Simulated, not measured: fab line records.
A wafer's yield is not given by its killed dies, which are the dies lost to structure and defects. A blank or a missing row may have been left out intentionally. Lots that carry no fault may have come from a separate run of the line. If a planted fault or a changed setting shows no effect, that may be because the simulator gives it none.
What tool caused it? :: flow gf180mcu :: Sampling: 12 lots, 36 wafers, 5 of 602 route steps

== WHAT THE GAUGES SHOWED, per wafer ==
GF_POLY_GATE_THK_MEAS_01.
lot: L252
measured: day 8 17:28
on: film metro-02
POLY_GATE_CVD_00_THK (nm): 200.2 201.1 201.1

lot: L256
measured: day 9 14:56
on: film metro-02
POLY_GATE_CVD_00_THK (nm): 198.5 198.0 198.1

lot: L259
measured: day 10 14:11
on: film metro-04
POLY_GATE_CVD_00_THK (nm): 199.9 200.6 200.5

lot: L260
measured: day 10 17:55
on: film metro-02
POLY_GATE_CVD_00_THK (nm): 201.4 201.4 200.6

lot: L262
measured: day 11 06:46
on: film metro-03
POLY_GATE_CVD_00_THK (nm): 197.6 197.9 197.6

lot: L266
measured: day 12 11:09
on: film metro-04
POLY_GATE_CVD_00_THK (nm): 197.0 197.2 197.7

lot: L268
measured: day 13 00:26
on: film metro-02
POLY_GATE_CVD_00_THK (nm): 198.9 198.5 197.2

lot: L269
measured: day 13 07:35
on: film metro-03
POLY_GATE_CVD_00_THK (nm): 200.5 200.7 200.1

lot: L270
measured: day 13 14:15
on: film metro-04
POLY_GATE_CVD_00_THK (nm): 200.3 199.9 201.1

lot: L272
measured: day 14 07:54
on: film metro-03
POLY_GATE_CVD_00_THK (nm): 199.5 199.3 198.7

lot: L273
measured: day 14 12:47
on: film metro-03
POLY_GATE_CVD_00_THK (nm): 200.7 200.5 201.7

lot: L274
measured: day 14 22:54
on: film metro-04
POLY_GATE_CVD_00_THK (nm): 197.9 198.9 198.8

GF_HV_LDD_RS_MEAS_53: measures by four-point-probe.
lot: L252
measured: day 12 15:38
on: film metro-04
HV_LDD_RS (ohm/sq): 417.5 418.2 418.2

lot: L256
measured: day 13 17:21
on: film metro-03
HV_LDD_RS (ohm/sq): 418.4 419.3 419.2

lot: L259
measured: day 14 19:37
on: film metro-03
HV_LDD_RS (ohm/sq): 418.6 419.6 419.1

lot: L260
measured: day 15 02:02
on: film metro-03
HV_LDD_RS (ohm/sq): 419.2 419.2 419.1

lot: L262
measured: day 15 13:34
on: film metro-04
HV_LDD_RS (ohm/sq): 420.1 419.1 419.2

lot: L266
measured: day 17 02:06
on: film metro-01
HV_LDD_RS (ohm/sq): 417.1 418.7 417.2

lot: L268
measured: day 17 15:34
on: film metro-01
HV_LDD_RS (ohm/sq): 418.1 417.8 417.6

lot: L269
measured: day 18 00:01
on: film metro-03
HV_LDD_RS (ohm/sq): 418.9 419.9 419.4

lot: L270
measured: day 18 09:31
on: film metro-03
HV_LDD_RS (ohm/sq): 415.0 414.9 415.1

lot: L272
measured: day 19 05:14
on: film metro-04
HV_LDD_RS (ohm/sq): 415.3 415.7 416.0

lot: L273
measured: day 19 12:15
on: film metro-01
HV_LDD_RS (ohm/sq): 418.6 417.8 418.5

lot: L274
measured: day 19 22:06
on: film metro-01
HV_LDD_RS (ohm/sq): 417.4 417.0 416.6

== TOOL THAT RAN EACH LOT (tool first, then ch and the chambers of the sampled wafers, then the start) ==
lot: L252
GF_HV_LDD_STRIP_10: plasma asher-03 ch 0,1, day 10 05:24
GF_HV_LDD_IMPLANT_36: implanter-03 ch 0, day 11 19:32
GF_HV_LDD_STRIP_49: plasma asher-03 ch 0,1, day 12 15:21

lot: L256
GF_HV_LDD_STRIP_10: plasma asher-01 ch 0,1, day 11 05:38
GF_HV_LDD_IMPLANT_36: implanter-02 ch 0, day 12 20:31
GF_HV_LDD_STRIP_49: plasma asher-03 ch 0,1, day 13 17:03

lot: L259
GF_HV_LDD_STRIP_10: plasma asher-01 ch 0,1, day 12 05:38
GF_HV_LDD_IMPLANT_36: implanter-02 ch 0, day 13 22:02
GF_HV_LDD_STRIP_49: plasma asher-03 ch 0,1, day 14 19:20

lot: L260
GF_HV_LDD_STRIP_10: plasma asher-01 ch 0,1, day 12 10:32
GF_HV_LDD_IMPLANT_36: implanter-02 ch 0, day 14 04:06
GF_HV_LDD_STRIP_49: plasma asher-03 ch 0,1, day 15 01:45

lot: L262
GF_HV_LDD_STRIP_10: plasma asher-01 ch 0,1, day 12 23:42
GF_HV_LDD_IMPLANT_36: implanter-03 ch 0, day 14 15:50
GF_HV_LDD_STRIP_49: plasma asher-01 ch 0,1, day 15 13:17

lot: L266
GF_HV_LDD_STRIP_10: plasma asher-02 ch 0,1, day 14 06:57
GF_HV_LDD_IMPLANT_36: implanter-01 ch 0, day 16 02:49
GF_HV_LDD_STRIP_49: plasma asher-03 ch 0,1, day 17 01:48

lot: L268
GF_HV_LDD_STRIP_10: plasma asher-02 ch 0,1, day 14 19:48
GF_HV_LDD_IMPLANT_36: implanter-01 ch 0, day 16 16:02
GF_HV_LDD_STRIP_49: plasma asher-01 ch 0,1, day 17 15:17

lot: L269
GF_HV_LDD_STRIP_10: plasma asher-01 ch 0,1, day 15 04:15
GF_HV_LDD_IMPLANT_36: implanter-01 ch 0, day 17 00:26
GF_HV_LDD_STRIP_49: plasma asher-03 ch 0,1, day 17 23:41

lot: L270
GF_HV_LDD_STRIP_10: plasma asher-01 ch 0,1, day 15 10:56
GF_HV_LDD_IMPLANT_36: implanter-01 ch 0, day 17 09:09
GF_HV_LDD_STRIP_49: plasma asher-01 ch 0,1, day 18 09:14

lot: L272
GF_HV_LDD_STRIP_10: plasma asher-02 ch 0,1, day 16 05:50
GF_HV_LDD_IMPLANT_36: implanter-01 ch 0, day 18 04:09
GF_HV_LDD_STRIP_49: plasma asher-02 ch 0,1, day 19 04:54

lot: L273
GF_HV_LDD_STRIP_10: plasma asher-02 ch 1, day 16 11:15
GF_HV_LDD_IMPLANT_36: implanter-03 ch 0, day 18 10:32
GF_HV_LDD_STRIP_49: plasma asher-01 ch 0,1, day 19 11:59

lot: L274
GF_HV_LDD_STRIP_10: plasma asher-03 ch 0, day 16 22:21
GF_HV_LDD_IMPLANT_36: implanter-03 ch 0, day 18 20:57
GF_HV_LDD_STRIP_49: plasma asher-02 ch 0,1, day 19 21:48
- GF_HV_LDD_STRIP_10: strips in O2/N2.
- GF_HV_LDD_IMPLANT_36
- GF_HV_LDD_STRIP_49: strips in O2/N2.

== WHAT THE TOOLS THEMSELVES READ (means of the sampled wafers that have a number; where no wafer has one, the mark that the record gives instead) ==
GF_HV_LDD_STRIP_10.
lot: L252
tool: plasma asher-03
chamber pressure mTorr (mTorr): 1500.7
drypump motor current A (A): 5.6
heater power w (W): 309
oes product au (a.u.): 0.716
strip time to endpoint s (s): 12.66

lot: L256
tool: plasma asher-01
chamber pressure mTorr (mTorr): 1498.6
drypump motor current A (A): 6.1
heater power w (W): 362
oes product au (a.u.): 0.717
strip time to endpoint s (s): 12.66

lot: L259
tool: plasma asher-01
chamber pressure mTorr (mTorr): 1499.5
drypump motor current A (A): 5.9
heater power w (W): 343
oes product au (a.u.): 0.717
strip time to endpoint s (s): 12.64

lot: L260
tool: plasma asher-01
chamber pressure mTorr (mTorr): 1499.9
drypump motor current A (A): 5.9
heater power w (W): 344
oes product au (a.u.): 0.720
strip time to endpoint s (s): 12.69

lot: L262
tool: plasma asher-01
chamber pressure mTorr (mTorr): 1499.0
drypump motor current A (A): 6.1
heater power w (W): 358
oes product au (a.u.): 0.717
strip time to endpoint s (s): 12.64

lot: L266
tool: plasma asher-02
chamber pressure mTorr (mTorr): 1499.9
drypump motor current A (A): 5.8
heater power w (W): 351
oes product au (a.u.): 0.713
strip time to endpoint s (s): 12.62

lot: L268
tool: plasma asher-02
chamber pressure mTorr (mTorr): 1499.5
drypump motor current A (A): 5.8
heater power w (W): 358
oes product au (a.u.): 0.714
strip time to endpoint s (s): 12.65

lot: L269
tool: plasma asher-01
chamber pressure mTorr (mTorr): 1499.9
drypump motor current A (A): 5.8
heater power w (W): 338
oes product au (a.u.): 0.716
strip time to endpoint s (s): 12.62

lot: L270
tool: plasma asher-01
chamber pressure mTorr (mTorr): 1500.5
drypump motor current A (A): 6.1
heater power w (W): 357
oes product au (a.u.): 0.714
strip time to endpoint s (s): 12.58

lot: L272
tool: plasma asher-02
chamber pressure mTorr (mTorr): 1500.5
drypump motor current A (A): 5.8
heater power w (W): 380
oes product au (a.u.): 0.714
strip time to endpoint s (s): 12.64

lot: L273
tool: plasma asher-02
chamber pressure mTorr (mTorr): 1500.8
drypump motor current A (A): 5.8
heater power w (W): 332
oes product au (a.u.): 0.711
strip time to endpoint s (s): 12.61

lot: L274
tool: plasma asher-03
chamber pressure mTorr (mTorr): 1499.5
drypump motor current A (A): 5.5
heater power w (W): 327
oes product au (a.u.): 0.710
strip time to endpoint s (s): 12.59

GF_HV_LDD_IMPLANT_36.
lot: L252
tool: implanter-03
beam energy keV: 60.018
dose ions cm2: 7.506e+12
faraday current uA: 43.1

lot: L256
tool: implanter-02
beam energy keV: 60.008
dose ions cm2: 7.497e+12
faraday current uA: 42.8

lot: L259
tool: implanter-02
beam energy keV: 60.013
dose ions cm2: 7.508e+12
faraday current uA: 42.5

lot: L260
tool: implanter-02
beam energy keV: 59.982
dose ions cm2: 7.497e+12
faraday current uA: 42.3

lot: L262
tool: implanter-03
beam energy keV: 60.006
dose ions cm2: 7.505e+12
faraday current uA: 42.6

lot: L266
tool: implanter-01
beam energy keV: 59.992
dose ions cm2: 7.507e+12
faraday current uA: 41.8

lot: L268
tool: implanter-01
beam energy keV: 59.990
dose ions cm2: 7.511e+12
faraday current uA: 42.6

lot: L269
tool: implanter-01
beam energy keV: 60.028
dose ions cm2: 7.502e+12
faraday current uA: 42.5

lot: L270
tool: implanter-01
beam energy keV: 60.001
dose ions cm2: 9.050e+12
faraday current uA: 51.3

lot: L272
tool: implanter-01
beam energy keV: 60.010
dose ions cm2: 9.052e+12
faraday current uA: 50.4

lot: L273
tool: implanter-03
beam energy keV: 60.028
dose ions cm2: 7.486e+12
faraday current uA: 43.0

lot: L274
tool: implanter-03
beam energy keV: 60.016
dose ions cm2: 7.497e+12
faraday current uA: 42.5

GF_HV_LDD_STRIP_49.
lot: L252
tool: plasma asher-03
chamber pressure mTorr (mTorr): 1500.8
drypump motor current A (A): 5.6
heater power w (W): 316
oes product au (a.u.): 0.713
strip time to endpoint s (s): 12.59

lot: L256
tool: plasma asher-03
chamber pressure mTorr (mTorr): 1500.7
drypump motor current A (A): 5.6
heater power w (W): 299
oes product au (a.u.): 0.716
strip time to endpoint s (s): 12.67

lot: L259
tool: plasma asher-03
chamber pressure mTorr (mTorr): 1499.8
drypump motor current A (A): 5.6
heater power w (W): 298
oes product au (a.u.): 0.714
strip time to endpoint s (s): 12.65

lot: L260
tool: plasma asher-03
chamber pressure mTorr (mTorr): 1500.1
drypump motor current A (A): 5.6
heater power w (W): 297
oes product au (a.u.): 0.714
strip time to endpoint s (s): 12.61

lot: L262
tool: plasma asher-01
chamber pressure mTorr (mTorr): 1498.8
drypump motor current A (A): 6.1
heater power w (W): 361
oes product au (a.u.): 0.717
strip time to endpoint s (s): 12.64

lot: L266
tool: plasma asher-03
chamber pressure mTorr (mTorr): 1499.8
drypump motor current A (A): 5.6
heater power w (W): 296
oes product au (a.u.): 0.716
strip time to endpoint s (s): 12.66

lot: L268
tool: plasma asher-01
chamber pressure mTorr (mTorr): 1499.9
drypump motor current A (A): 5.9
heater power w (W): 341
oes product au (a.u.): 0.714
strip time to endpoint s (s): 12.67

lot: L269
tool: plasma asher-03
chamber pressure mTorr (mTorr): 1499.3
drypump motor current A (A): 5.6
heater power w (W): 304
oes product au (a.u.): 0.718
strip time to endpoint s (s): 12.64

lot: L270
tool: plasma asher-01
chamber pressure mTorr (mTorr): 1498.5
drypump motor current A (A): 6.1
heater power w (W): 358
oes product au (a.u.): 0.722
strip time to endpoint s (s): 12.62

lot: L272
tool: plasma asher-02
chamber pressure mTorr (mTorr): 1499.9
drypump motor current A (A): 5.8
heater power w (W): 354
oes product au (a.u.): 0.715
strip time to endpoint s (s): 12.54

lot: L273
tool: plasma asher-01
chamber pressure mTorr (mTorr): 1498.9
drypump motor current A (A): 6.1
heater power w (W): 358
oes product au (a.u.): 0.716
strip time to endpoint s (s): 12.67

lot: L274
tool: plasma asher-02
chamber pressure mTorr (mTorr): 1500.0
drypump motor current A (A): 5.8
heater power w (W): 377
oes product au (a.u.): 0.719
strip time to endpoint s (s): 12.63

== THE ANSWER, worked out from the rows above alone ==
Rule: usual is defined by the lots themselves. The widest of any qualifying gaps counts: lots, ordered by their means at a reading, are off when they make up no more than a third of the lots, leave a main group of 4 or more, and stand apart from it by 3 or more times the standard deviation of that group's means. A main group whose means are all the same, to the digits that the tables above print for the reading, isn't used. Also off: a lot with no number at a reading for which 4 or more lots have one. Where the step has rows for the other lots, those lots are counted as sound. First the gauges in route order, then the tools' own readings, where a lot's mean is used as printed above. At the first step where some lot is off, the reading lying furthest off is the one used; lots without a number count as furthest.
Off: L270, L272, at GF_HV_LDD_IMPLANT_36 (dose ions cm2). The main group: mean 7.502e+12, standard deviation 7e+09.
A tool fits if, at that step or a process step before it, it ran every lot that is off, and no sound lot after the first of them. One fits: GF_HV_LDD_IMPLANT_36 on implanter-01. A fault onset in the window from L269 (day 17 00:26, its last sound lot) to L270 (day 17 09:09, its first lot off) fits.
The tool's own readings at GF_HV_LDD_IMPLANT_36 bear it out: on the lots that are off they differ by more than 5 times the standard deviation of the sound lots' means. dose ions cm2 reads 9.051e+12 there against 7.502e+12 on the sound lots; faraday current uA reads 50.8 there against 42.6 on the sound lots.

== WHAT THE SIMULATOR PUT IN ==
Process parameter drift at GF_HV_LDD_IMPLANT_36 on implanter-01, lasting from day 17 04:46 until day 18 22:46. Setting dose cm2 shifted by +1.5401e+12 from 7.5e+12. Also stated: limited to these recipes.
Shown lots that were struck: L270, L272. The rule above reached the same finding.
